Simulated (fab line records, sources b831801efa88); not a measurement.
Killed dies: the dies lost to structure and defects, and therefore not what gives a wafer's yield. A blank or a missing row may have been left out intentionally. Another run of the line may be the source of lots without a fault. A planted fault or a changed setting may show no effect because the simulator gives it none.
Matching of chambers / flow gf180mcu / GF_POLY_GATE_ETCH_13 on rie-si-01: 4 sister chambers
The step etches poly-Si in HBr/Cl2, stops on SiO2, target depth 198.5 nm, time 69.6 s. 4 wafers are shown with their chamber, then 7 later ones without.

## WAFERS WITH THEIR CHAMBER
wafer=L698.5; chamber=1; drypump-motor-current-A (A)=5.2
wafer=L700.3; chamber=0; drypump-motor-current-A (A)=5.0
wafer=L701.3; chamber=3; drypump-motor-current-A (A)=5.8
wafer=L701.5; chamber=2; drypump-motor-current-A (A)=6.0

## WAFERS WITHOUT THEIR CHAMBER
wafer=L701.6; drypump-motor-current-A (A)=5.2
wafer=L703.1; drypump-motor-current-A (A)=5.8
wafer=L703.3; drypump-motor-current-A (A)=5.2
wafer=L703.4; drypump-motor-current-A (A)=5.9
wafer=L704.1; drypump-motor-current-A (A)=5.8
wafer=L704.2; drypump-motor-current-A (A)=5.2
wafer=L704.3; drypump-motor-current-A (A)=6.0

## EACH ONE'S CHAMBER
wafer=L701.6; from the rows above=1; in truth=1
wafer=L703.1; from the rows above=3; in truth=3
wafer=L703.3; from the rows above=1; in truth=1
wafer=L703.4; from the rows above=can't be placed: 2 or 3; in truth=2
wafer=L704.1; from the rows above=3; in truth=3
wafer=L704.2; from the rows above=1; in truth=1
wafer=L704.3; from the rows above=2; in truth=2
Placed correctly: 6 of 7. These rows do not allow placing 1 (true chamber among the candidates in 1). Wrongly placed: 0.
How it was worked out, from the rows above alone: a wafer's distance from a chamber is the root of the sum, over the readings, of the square of ((its reading less the chamber's mean) divided by the reading's scatter). The wafer belongs to the nearest chamber; if the next one is less than 2 further off, it can't be placed. The mean given for a chamber averages the wafers shown for that chamber. The scatter: with one shown wafer a chamber, the root of the mean of the squares of how far each hidden wafer lies from its nearest shown one.
